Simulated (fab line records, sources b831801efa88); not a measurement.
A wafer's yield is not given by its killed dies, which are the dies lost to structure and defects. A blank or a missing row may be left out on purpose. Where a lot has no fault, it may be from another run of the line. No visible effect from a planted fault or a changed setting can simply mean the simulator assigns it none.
fab line records + flow sky130
record:
- lots: 11
- wafers: 33
- last_day: 50
route steps=708 shown SONOS_TUNNEL@162 LDD_HVN@277 SPACER@304 LI_CONTACT@376 PAD_OPEN@708
lots that met no fault: from a run of the same line without faults
start_h: hours from the record's opening day to when the first of the lot's shown wafers began + wait_h: time in hours since the lot's previous step + " as in the row above + L1.1+2: a single row standing in for several wafers + - value missing, or start not given + * or withheld: withheld + < > ~ a bound
route shown NAME@n: NAME is a module with steps in the file, n the number in the route of the first one + usual: the fault-free wafers' mean and standard deviation + same: alike in all rows + chamber/n: place in a boat + sites: each site's reading + _std_site: their standard deviation + _edge_site: mean of outer sites minus mean of inner sites + radius_mm: for every site, how far away it sits from the centre of the wafer + mask NAME#n: copy n + behind: the tool/chamber that last shaped the wafer + hold: why the lot was held/for how many hours/how that ended + device: names the non-switching transistor (n, p or np) + end of line: the route-end tests of the same wafers + where a step has no rows: the recipe by itself + killed: at the first sort, the dies lost to defects and structure; wafer yield is something else + map: dies across one wafer; x = killed, . = not, _ = none there
set.NAME: the run value of the setting; set.NAME@STEP: its run value at that earlier step + model.NAME: the simulator's own value behind a step, which no gauge read
a sample of lots followed through the steps of the route, with each step as a table and each wafer as a row
services: when a tool's chamber went out of use (start_h, in hours from the record's first day, below 0 if earlier), for how many hours, and the reason
== steps ==
step: SKY_SONOS_TUNNEL_OVL_MEAS_08
usual:
- SONOS_TUNNEL_OVL: -1.3/1.6
| lot.wafer | tool       | chamber | start_h | wait_h | SONOS_TUNNEL_OVL[nm] |
|-----------|------------|---------|---------|--------|----------------------|
| L961.1    | overlay-02 | -       | 251.63  | 0.1    | -1.1                 |
| L961.5    | "          | -       | "       | "      | -2.4                 |
| L961.6    | "          | -       | "       | "      | -1.8                 |
| L962.3    | overlay-02 | -       | 257.13  | 0.1    | -1.5                 |
| L962.4    | "          | -       | "       | "      | -0.5                 |
| L962.5    | "          | -       | "       | "      | -3.4                 |
| L963.2    | overlay-01 | -       | 263.18  | 0.1    | 1.1                  |
| L963.5    | "          | -       | "       | "      | 1.6                  |
| L963.6    | "          | -       | "       | "      | 1.8                  |
| L964.1    | overlay-02 | -       | 273.53  | 0.1    | 1.4                  |
| L964.2    | "          | -       | "       | "      | 1.8                  |
| L964.4    | "          | -       | "       | "      | 1.8                  |
| L969.1    | overlay-01 | -       | 309.52  | 0.1    | 0.9                  |
| L969.2    | "          | -       | "       | "      | 1.5                  |
| L969.4    | "          | -       | "       | "      | 0.5                  |
| L972.1    | overlay-01 | -       | 334.48  | 0.1    | -0.8                 |
| L972.2    | "          | -       | "       | "      | -1.4                 |
| L972.6    | "          | -       | "       | "      | -1.3                 |
| L973.2    | overlay-01 | -       | 340.53  | 0.1    | -0.1                 |
| L973.4    | "          | -       | "       | "      | 0.0                  |
| L973.5    | "          | -       | "       | "      | 0.5                  |
| L974.1    | overlay-02 | -       | 346.07  | 0.1    | -2.8                 |
| L974.3    | "          | -       | "       | "      | -3.6                 |
| L974.4    | "          | -       | "       | "      | -3.0                 |
| L982.1    | overlay-01 | -       | 419.08  | 0.1    | -3.8                 |
| L982.4    | "          | -       | "       | "      | -6.5                 |
| L982.5    | "          | -       | "       | "      | -3.4                 |
| L983.2    | overlay-02 | -       | 424.17  | 0.1    | -0.1                 |
| L983.3    | "          | -       | "       | "      | -0.9                 |
| L983.6    | "          | -       | "       | "      | -1.8                 |
| L984.3    | overlay-02 | -       | 428.93  | 0.1    | 0.7                  |
| L984.4    | "          | -       | "       | "      | 0.5                  |
| L984.6    | "          | -       | "       | "      | 0.0                  |
step: SKY_LDD_HVN_TW_MEAS_10
usual:
- LDD_HVN_TW: 1428/8.3
| lot.wafer | tool          | chamber | start_h | wait_h | LDD_HVN_TW |
|-----------|---------------|---------|---------|--------|------------|
| L961.1    | film_metro-04 | -       | 467.67  | 0.1    | 1419       |
| L961.5    | "             | -       | "       | "      | 1423       |
| L961.6    | "             | -       | "       | "      | 1424       |
| L962.3    | film_metro-04 | -       | 473.94  | 0.1    | 1428       |
| L962.4    | "             | -       | "       | "      | 1419       |
| L962.5    | "             | -       | "       | "      | 1424       |
| L963.2    | film_metro-01 | -       | 483.40  | 0.1    | 1419       |
| L963.5    | "             | -       | "       | "      | 1428       |
| L963.6    | "             | -       | "       | "      | 1420       |
| L964.1    | film_metro-02 | -       | 491.99  | 0.1    | 1440       |
| L964.2    | "             | -       | "       | "      | 1428       |
| L964.4    | "             | -       | "       | "      | 1439       |
| L969.1    | film_metro-01 | -       | 540.80  | 0.1    | 1420       |
| L969.2    | "             | -       | "       | "      | 1418       |
| L969.4    | "             | -       | "       | "      | 1426       |
| L972.1    | film_metro-01 | -       | 567.24  | 0.1    | 1420       |
| L972.2    | "             | -       | "       | "      | 1427       |
| L972.6    | "             | -       | "       | "      | 1435       |
| L973.2    | film_metro-02 | -       | 569.26  | 0.1    | 1432       |
| L973.4    | "             | -       | "       | "      | 1443       |
| L973.5    | "             | -       | "       | "      | 1442       |
| L974.1    | film_metro-02 | -       | 575.27  | 0.1    | 1438       |
| L974.3    | "             | -       | "       | "      | 1433       |
| L974.4    | "             | -       | "       | "      | 1437       |
| L982.1    | film_metro-01 | -       | 645.27  | 0.1    | 1421       |
| L982.4    | "             | -       | "       | "      | 1426       |
| L982.5    | "             | -       | "       | "      | 1434       |
| L983.2    | film_metro-01 | -       | 650.91  | 0.1    | 1426       |
| L983.3    | "             | -       | "       | "      | 1425       |
| L983.6    | "             | -       | "       | "      | 1426       |
| L984.3    | film_metro-04 | -       | 655.86  | 0.1    | 1412       |
| L984.4    | "             | -       | "       | "      | 1418       |
| L984.6    | "             | -       | "       | "      | 1414       |
step: SKY_SPACER_CVD_00
recipe:
- material: Si3N4
- precursor: DCS/NH3
- target_thk_nm: 43.1
- temp_c: 770
- time_s: 740
- pressure_mtorr: 250
usual:
- spike_tc_lower_C: 771.1/1.1
- spike_tc_top_C: 785/3.8
- spike_tc_upper_C: 769.6/1.1
- susceptor_temp_C: 770.0/0.34
| lot.wafer | tool     | chamber | start_h | wait_h | spike_tc_lower_C | spike_tc_top_C | spike_tc_upper_C | susceptor_temp_C |
|-----------|----------|---------|---------|--------|------------------|----------------|------------------|------------------|
| L961.1    | lpcvd-02 | 1       | 531.01  | 1.5    | 771.7            | 780            | 767.6            | 770.0            |
| L961.5    | "        | 1       | "       | "      | 770.0            | 781            | 769.0            | 770.6            |
| L961.6    | "        | 1       | "       | "      | 770.1            | 781            | 770.3            | 770.2            |
| L962.3    | lpcvd-02 | 0       | 536.31  | 0.0    | 770.4            | 789            | 770.7            | 770.3            |
| L962.4    | "        | 0       | "       | "      | 768.6            | 789            | 768.9            | 770.1            |
| L962.5    | "        | 0       | "       | "      | 769.9            | 789            | 771.1            | 770.8            |
| L963.2    | lpcvd-02 | 1       | 544.46  | 0.0    | 772.5            | 781            | 770.5            | 769.5            |
| L963.5    | "        | 1       | "       | "      | 772.4            | 783            | 768.3            | 770.2            |
| L963.6    | "        | 1       | "       | "      | 770.7            | 783            | 768.6            | 770.4            |
| L964.1    | lpcvd-02 | 0       | 553.38  | 0.0    | 771.6            | 790            | 771.0            | 770.2            |
| L964.2    | "        | 0       | "       | "      | 772.1            | 789            | 770.1            | 770.4            |
| L964.4    | "        | 0       | "       | "      | 770.7            | 789            | 769.5            | 769.7            |
| L969.1    | lpcvd-02 | 1       | 601.31  | 0.0    | 771.8            | 782            | 769.0            | 769.8            |
| L969.2    | "        | 1       | "       | "      | 771.2            | 781            | 769.5            | 770.0            |
| L969.4    | "        | 1       | "       | "      | 772.6            | 782            | 770.7            | 769.9            |
| L972.1    | lpcvd-02 | 1       | 627.66  | 0.7    | 766.5            | 777            | 765.0            | 765.8            |
| L972.2    | "        | 1       | "       | "      | 768.5            | 779            | 764.8            | 766.1            |
| L972.6    | "        | 1       | "       | "      | 767.0            | 777            | 763.8            | 765.7            |
| L973.2    | lpcvd-02 | 1       | 629.30  | 0.0    | 768.0            | 777            | 765.8            | 765.2            |
| L973.4    | "        | 1       | "       | "      | 765.4            | 777            | 765.1            | 765.7            |
| L973.5    | "        | 1       | "       | "      | 767.3            | 779            | 765.2            | 765.9            |
| L974.1    | lpcvd-02 | 1       | 634.53  | 0.0    | 766.4            | 777            | 766.4            | 765.4            |
| L974.3    | "        | 1       | "       | "      | 766.8            | 776            | 764.7            | 765.8            |
| L974.4    | "        | 1       | "       | "      | 767.4            | 777            | 764.7            | 765.5            |
| L982.1    | lpcvd-02 | 1       | 701.49  | 0.0    | 772.3            | 782            | 768.2            | 769.9            |
| L982.4    | "        | 1       | "       | "      | 773.9            | 782            | 768.6            | 770.2            |
| L982.5    | "        | 1       | "       | "      | 770.7            | 782            | 769.7            | 769.5            |
| L983.2    | lpcvd-02 | 1       | 707.47  | 1.0    | 771.4            | 782            | 769.6            | 769.5            |
| L983.3    | "        | 1       | "       | "      | 773.2            | 783            | 766.9            | 769.7            |
| L983.6    | "        | 1       | "       | "      | 769.8            | 784            | 768.8            | 769.7            |
| L984.3    | lpcvd-02 | 0       | 711.98  | 0.0    | 771.1            | 789            | 769.5            | 770.2            |
| L984.4    | "        | 0       | "       | "      | 770.9            | 790            | 770.6            | 770.2            |
| L984.6    | "        | 0       | "       | "      | 770.3            | 791            | 771.1            | 770.4            |
step: SKY_SPACER_THK_MEAS_01
recipe:
- reads: Si3N4_of_SPACER_CVD_00
usual:
- SPACER_CVD_00_THK: 42.9/0.43
| lot.wafer | tool          | chamber | start_h | wait_h | SPACER_CVD_00_THK[nm] |
|-----------|---------------|---------|---------|--------|-----------------------|
| L961.1    | film_metro-02 | -       | 532.22  | 0.0    | 42.6                  |
| L961.5    | "             | -       | "       | "      | 42.2                  |
| L961.6    | "             | -       | "       | "      | 42.1                  |
| L962.3    | film_metro-03 | -       | 537.53  | 0.0    | 42.5                  |
| L962.4    | "             | -       | "       | "      | 42.2                  |
| L962.5    | "             | -       | "       | "      | 42.4                  |
| L963.2    | film_metro-01 | -       | 545.67  | 0.0    | 42.5                  |
| L963.5    | "             | -       | "       | "      | 42.8                  |
| L963.6    | "             | -       | "       | "      | 42.6                  |
| L964.1    | film_metro-02 | -       | 554.58  | 0.0    | 42.7                  |
| L964.2    | "             | -       | "       | "      | 42.2                  |
| L964.4    | "             | -       | "       | "      | 42.5                  |
| L969.1    | film_metro-03 | -       | 602.51  | 0.0    | 42.9                  |
| L969.2    | "             | -       | "       | "      | 43.1                  |
| L969.4    | "             | -       | "       | "      | 43.1                  |
| L972.1    | film_metro-02 | -       | 628.86  | 0.0    | 39.6                  |
| L972.2    | "             | -       | "       | "      | 40.0                  |
| L972.6    | "             | -       | "       | "      | 39.7                  |
| L973.2    | film_metro-03 | -       | 630.51  | 0.0    | 39.4                  |
| L973.4    | "             | -       | "       | "      | 39.4                  |
| L973.5    | "             | -       | "       | "      | 39.3                  |
| L974.1    | film_metro-02 | -       | 635.73  | 0.0    | 39.9                  |
| L974.3    | "             | -       | "       | "      | 39.7                  |
| L974.4    | "             | -       | "       | "      | 39.9                  |
| L982.1    | film_metro-02 | -       | 702.70  | 0.0    | 43.3                  |
| L982.4    | "             | -       | "       | "      | 43.1                  |
| L982.5    | "             | -       | "       | "      | 42.9                  |
| L983.2    | film_metro-02 | -       | 708.69  | 0.0    | 43.4                  |
| L983.3    | "             | -       | "       | "      | 43.5                  |
| L983.6    | "             | -       | "       | "      | 43.5                  |
| L984.3    | film_metro-03 | -       | 713.21  | 0.0    | 43.0                  |
| L984.4    | "             | -       | "       | "      | 43.2                  |
| L984.6    | "             | -       | "       | "      | 43.3                  |
step: SKY_SPACER_ETCHBACK_02
recipe:
- chemistry: CH3F/O2
- target: Si3N4
- stop_on: SiO2
- source_w: 400
- bias_w: 80
- pressure_mtorr: 25
- ch3f_flow_sccm: 40
- O2_flow_sccm: 30
- time_s: 46.7
- target_depth_a: 450
usual:
- drypump_motor_current_A: 5.6/0.57
- oes_product_au: 0.853/0.0067
- throttle_valve_pct: 10.561/0.0086
| lot.wafer | tool        | chamber | start_h | wait_h | drypump_motor_current_A | oes_product_au | rf_hours_counter_h | throttle_valve_pct |
|-----------|-------------|---------|---------|--------|-------------------------|----------------|--------------------|--------------------|
| L961.1    | rie_diel-03 | 0       | 532.28  | 0.1    | 5.9                     | 0.842          | 18                 | 10.576             |
| L961.5    | "           | 2       | "       | "      | 4.6                     | 0.848          | -                  | 10.544             |
| L961.6    | "           | 0       | "       | "      | 5.9                     | 0.838          | -                  | 10.560             |
| L962.3    | rie_diel-03 | 0       | 537.57  | 0.0    | 5.9                     | 0.853          | 18                 | 10.572             |
| L962.4    | "           | 2       | "       | "      | 4.6                     | 0.844          | -                  | 10.551             |
| L962.5    | "           | 3       | "       | "      | 5.8                     | 0.849          | -                  | 10.562             |
| L963.2    | rie_diel-03 | 0       | 545.72  | 0.0    | 5.9                     | 0.853          | 18                 | 10.553             |
| L963.5    | "           | 2       | "       | "      | 4.6                     | 0.850          | -                  | 10.568             |
| L963.6    | "           | 3       | "       | "      | 5.8                     | 0.849          | -                  | 10.559             |
| L964.1    | rie_diel-03 | 2       | 554.64  | 0.1    | 4.6                     | 0.852          | 10                 | 10.564             |
| L964.2    | "           | 0       | "       | "      | 5.9                     | 0.841          | 18                 | 10.565             |
| L964.4    | "           | 2       | "       | "      | 4.6                     | 0.844          | -                  | 10.556             |
| L969.1    | rie_diel-03 | 0       | 602.57  | 0.1    | 5.9                     | 0.850          | 19                 | 10.546             |
| L969.2    | "           | 1       | "       | "      | 5.6                     | 0.858          | 17                 | 10.554             |
| L969.4    | "           | 2       | "       | "      | 4.6                     | 0.859          | 11                 | 10.570             |
| L972.1    | rie_diel-02 | 1       | 628.92  | 0.1    | 5.1                     | 0.808          | 42                 | 10.549             |
| L972.2    | "           | 2       | "       | "      | 5.5                     | 0.821          | 24                 | 10.560             |
| L972.6    | "           | 0       | "       | "      | 5.1                     | 0.815          | -                  | 10.570             |
| L973.2    | rie_diel-03 | 3       | 630.56  | 0.0    | 5.8                     | 0.815          | 16                 | 10.547             |
| L973.4    | "           | 0       | "       | "      | 5.9                     | 0.813          | 20                 | 10.565             |
| L973.5    | "           | 0       | "       | "      | 5.9                     | 0.807          | -                  | 10.565             |
| L974.1    | rie_diel-03 | 3       | 635.79  | 0.1    | 5.8                     | 0.819          | 16                 | 10.568             |
| L974.3    | "           | 1       | "       | "      | 5.6                     | 0.822          | 18                 | 10.551             |
| L974.4    | "           | 3       | "       | "      | 5.8                     | 0.817          | -                  | 10.557             |
| L982.1    | rie_diel-04 | 1       | 702.76  | 0.1    | 6.5                     | 0.858          | 1                  | 10.559             |
| L982.4    | "           | 0       | "       | "      | 5.7                     | 0.858          | 11                 | 10.554             |
| L982.5    | "           | 0       | "       | "      | 5.7                     | 0.850          | -                  | 10.552             |
| L983.2    | rie_diel-04 | 3       | 708.74  | 0.0    | 5.7                     | 0.859          | 8                  | 10.563             |
| L983.3    | "           | 0       | "       | "      | 5.7                     | 0.851          | 11                 | 10.562             |
| L983.6    | "           | 1       | "       | "      | 6.5                     | 0.868          | -                  | 10.550             |
| L984.3    | rie_diel-03 | 1       | 713.25  | 0.0    | 5.6                     | 0.849          | 20                 | 10.558             |
| L984.4    | "           | 2       | "       | "      | 4.6                     | 0.861          | 15                 | 10.552             |
| L984.6    | "           | 2       | "       | "      | 4.6                     | 0.855          | -                  | 10.568             |
step: SKY_LI_CONTACT_ETCH_14
recipe:
- chemistry: N2/H2
- target: BARC
- ion_energy_ev: 200
- source_w: 490.6
- bias_w: 100
- pressure_mtorr: 30
- n2_flow_sccm: 100
- h2_flow_sccm: 200
- stop_on: SiO2
- time_s: 45.9
- target_depth_a: 600
usual:
- drypump_motor_current_A: 5.8/0.44
- n2_flow_sccm: 100.02/0.29
- oes_product_au: 0.854/0.0044
- throttle_valve_pct: 13.225/0.0084
| lot.wafer | tool        | chamber | start_h | wait_h | drypump_motor_current_A | n2_flow_sccm | oes_product_au | rf_hours_counter_h | throttle_valve_pct |
|-----------|-------------|---------|---------|--------|-------------------------|--------------|----------------|--------------------|--------------------|
| L961.1    | rie_diel-01 | 3       | 679.99  | 0.0    | 5.6                     | 99.61        | 0.855          | 8                  | 13.232             |
| L961.5    | "           | 2       | "       | "      | 5.9                     | 99.82        | 0.854          | -                  | 13.230             |
| L961.6    | "           | 3       | "       | "      | 5.6                     | 99.92        | 0.852          | -                  | 13.223             |
| L962.3    | rie_diel-04 | 3       | 685.51  | 0.0    | 5.7                     | 100.21       | 0.848          | 7                  | 13.233             |
| L962.4    | "           | 0       | "       | "      | 5.7                     | 99.88        | 0.846          | 11                 | 13.232             |
| L962.5    | "           | 1       | "       | "      | 6.5                     | 99.87        | 0.857          | -                  | 13.220             |
| L963.2    | rie_diel-01 | 0       | 693.50  | 0.0    | 6.0                     | 99.69        | 0.852          | 18                 | 13.210             |
| L963.5    | "           | 0       | "       | "      | 6.0                     | 100.03       | 0.853          | -                  | 13.221             |
| L963.6    | "           | 2       | "       | "      | 5.9                     | 100.12       | 0.847          | -                  | 13.238             |
| L964.1    | rie_diel-04 | 3       | 699.44  | 0.0    | 5.7                     | 100.57       | 0.852          | 7                  | 13.228             |
| L964.2    | "           | 0       | "       | "      | 5.7                     | 100.30       | 0.861          | 11                 | 13.213             |
| L964.4    | "           | 1       | "       | "      | 6.5                     | 99.98        | 0.855          | 1                  | 13.212             |
| L969.1    | rie_diel-04 | 1       | 747.00  | 0.0    | 6.5                     | 99.95        | 0.857          | 2                  | 13.227             |
| L969.2    | "           | 3       | "       | "      | 5.7                     | 99.81        | 0.861          | 8                  | 13.225             |
| L969.4    | "           | 2       | "       | "      | 5.8                     | 99.51        | 0.861          | 6                  | 13.215             |
| L972.1    | rie_diel-02 | 0       | 769.46  | 0.0    | 5.1                     | 99.65        | 0.849          | 10                 | 13.206             |
| L972.2    | "           | 1       | "       | "      | 5.1                     | 100.28       | 0.861          | 0                  | 13.215             |
| L972.6    | "           | 1       | "       | "      | 5.1                     | 99.46        | 0.849          | -                  | 13.230             |
| L973.2    | rie_diel-04 | 0       | 773.16  | 0.0    | 5.7                     | 100.14       | 0.850          | 12                 | 13.232             |
| L973.4    | "           | 2       | "       | "      | 5.7                     | 99.47        | 0.855          | 7                  | 13.228             |
| L973.5    | "           | 1       | "       | "      | 6.5                     | 100.00       | 0.853          | -                  | 13.216             |
| L974.1    | rie_diel-01 | 1       | 777.09  | 0.0    | 5.7                     | 100.28       | 0.852          | 7                  | 13.211             |
| L974.3    | "           | 0       | "       | "      | 6.0                     | 100.26       | 0.849          | 20                 | 13.246             |
| L974.4    | "           | 3       | "       | "      | 5.6                     | 100.09       | 0.847          | 11                 | 13.227             |
| L982.1    | rie_diel-01 | 2       | 838.56  | 0.0    | 5.9                     | 100.24       | 0.862          | 5                  | 13.212             |
| L982.4    | "           | 3       | "       | "      | 5.5                     | 100.04       | 0.863          | 13                 | 13.226             |
| L982.5    | "           | 3       | "       | "      | 5.5                     | 99.84        | 0.847          | -                  | 13.230             |
| L983.2    | rie_diel-04 | 2       | 844.70  | 0.0    | 5.7                     | 100.13       | 0.852          | 9                  | 13.228             |
| L983.3    | "           | 3       | "       | "      | 5.7                     | 99.98        | 0.855          | 11                 | 13.224             |
| L983.6    | "           | 2       | "       | "      | 5.8                     | 99.56        | 0.854          | -                  | 13.218             |
| L984.3    | rie_diel-02 | 0       | 847.05  | 0.0    | 5.1                     | 99.92        | 0.853          | 12                 | 13.220             |
| L984.4    | "           | 3       | "       | "      | 6.6                     | 100.06       | 0.865          | -                  | 13.232             |
| L984.6    | "           | 1       | "       | "      | 5.1                     | 100.63       | 0.857          | -                  | 13.218             |
step: SKY_PAD_OPEN_PROBE_99
usual:
- killed_at_M0_to_M3: 44/7.4
- killed_at_M4_up: 3.2/1.8
- killed_at_contacts: 25/5.2
- killed_at_front_end: 15/4.5
- killed_at_other: 0.2/0.43
- killed_dies: 87/9.6
- killed_on_rim: 17/3.9
- killed_open: 48/7.6
- killed_short: 40/5.7
same:
- gross_dies: 492
- killed_at_back_side: 0
| lot.wafer | tool      | chamber | start_h | wait_h | killed_at_M0_to_M3 | killed_at_M4_up | killed_at_contacts | killed_at_front_end | killed_at_other | killed_dies | killed_on_rim | killed_open | killed_short |
|-----------|-----------|---------|---------|--------|--------------------|-----------------|--------------------|---------------------|-----------------|-------------|---------------|-------------|--------------|
| L963.2    | prober-01 | -       | 1091.71 | 0.1    | 50                 | 3               | 20                 | 11                  | 0               | 84          | 13            | 37          | 47           |
| L963.5    | prober-01 | -       | 1091.86 | 0.2    | 60                 | 0               | 31                 | 13                  | 0               | 104         | 25            | 61          | 43           |
| L963.6    | prober-01 | -       | 1091.91 | 0.2    | 46                 | 2               | 31                 | 9                   | 0               | 88          | 19            | 50          | 38           |
killed by level:class
L963.2 VIA1:geometric_particle:open=9 CONTACT:geometric_particle:open=8 METAL1:geometric_particle:short=6 VIA1:geometric_particle:short=6 VIA3:geometric_particle:short=6 CONTACT:geometric_particle:short=5 METAL2:geometric_particle:short=5 VIA3:geometric_particle:open=5
L963.5 VIA1:geometric_particle:open=21 CONTACT:geometric_particle:open=9 CONTACT:geometric_particle:short=9 VIA1:geometric_particle:short=8 LI_CONTACT:geometric_particle:open=7 VIA3:geometric_particle:open=7 VIA2:geometric_particle:open=6 METAL3:geometric_particle:short=5
L963.6 VIA1:geometric_particle:open=12 CONTACT:geometric_particle:open=11 CONTACT:geometric_particle:short=9 VIA1:geometric_particle:short=9 VIA2:geometric_particle:open=6 LI_CONTACT:geometric_particle:open=5 LI_CONTACT:geometric_particle:short=4 POLY_GATE:geometric_particle:short=3
== services ==
| tool        | chamber | start_h | hours | kind   |
|-------------|---------|---------|-------|--------|
| rie_diel-03 | 1       | 514.22  | 47.6  | repair |
| rie_diel-01 | 2       | 515.14  | 32.6  | repair |
| rie_diel-04 | -       | 520.75  | 0.4   | repair |
| rie_diel-03 | 2       | 523.45  | 2.3   | repair |
| rie_diel-02 | 0       | 585.36  | 3.8   | repair |
| rie_diel-03 | 3       | 594.02  | 6.8   | repair |
| rie_diel-03 | 2       | 608.93  | 3.3   | repair |
| lpcvd-02    | -       | 611.54  | 0.9   | repair |
| rie_diel-04 | -       | 618.67  | 15.6  | pm     |
| rie_diel-03 | 0       | 634.86  | 5.1   | repair |
| rie_diel-04 | 0       | 636.45  | 7.8   | repair |
| rie_diel-03 | 3       | 643.73  | 24.0  | repair |
| rie_diel-03 | 2       | 650.29  | 4.8   | repair |
| rie_diel-01 | -       | 651.28  | 14.6  | pm     |
| rie_diel-02 | 1       | 661.48  | 6.4   | repair |
| rie_diel-01 | 1       | 666.67  | 35.7  | repair |
| rie_diel-02 | -       | 693.06  | 0.2   | repair |
| rie_diel-02 | 2       | 697.85  | 3.4   | repair |
| rie_diel-01 | -       | 706.14  | 0.7   | repair |
| rie_diel-02 | -       | 772.54  | 2.8   | pm     |
| rie_diel-02 | 3       | 778.03  | 3.1   | repair |
| rie_diel-04 | 0       | 809.73  | 7.5   | repair |
| rie_diel-01 | 1       | 810.01  | 7.8   | repair |
| rie_diel-01 | 1       | 827.06  | 4.0   | repair |
== key ==
first_sign:
- step: SKY_SPACER_CVD_00
- reading: susceptor_temp_C
- direction: down
- sigmas: 13
- usual: *
- struck: *
effect:
- step: SKY_SPACER_CVD_00
- reading: spike_tc_upper_C
- direction: down
- sigmas: 4.1
- usual: 769.6
- struck: 765.1
effect:
- step: SKY_SPACER_THK_MEAS_01
- reading: SPACER_CVD_00_THK
- direction: down
- sigmas: 7.6
- usual: 42.9
- struck: 39.7
effect:
- step: SKY_SPACER_ETCHBACK_02
- reading: oes_product_au
- direction: down
- sigmas: 5.7
- usual: 0.853
- struck: 0.815
met_at SKY_SPACER_CVD_00
struck_lots L972,L973,L974
tester_left_out L972,L973,L974
not_acting_at SKY_SONOS_TUNNEL_OVL_MEAS_08,SKY_LDD_HVN_TW_MEAS_10,SKY_LI_CONTACT_ETCH_14
fault:
- kind: process_parameter_drift
- tool: lpcvd-02
- chamber: -
- onset_h: 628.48
- steps: SKY_SPACER_CVD_00
- channel: temp_c
- offset: *
- shape: step
- end_h: 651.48
- acts_in: *
- stated: *
tester_left_out: of these lots the tester's yield and bins aren't shown, on N5 and GAA mostly nor the transistor test; their killed dies are dies lost to structure and defects alone, not to doping, threshold or leakage, so they don't give the yield
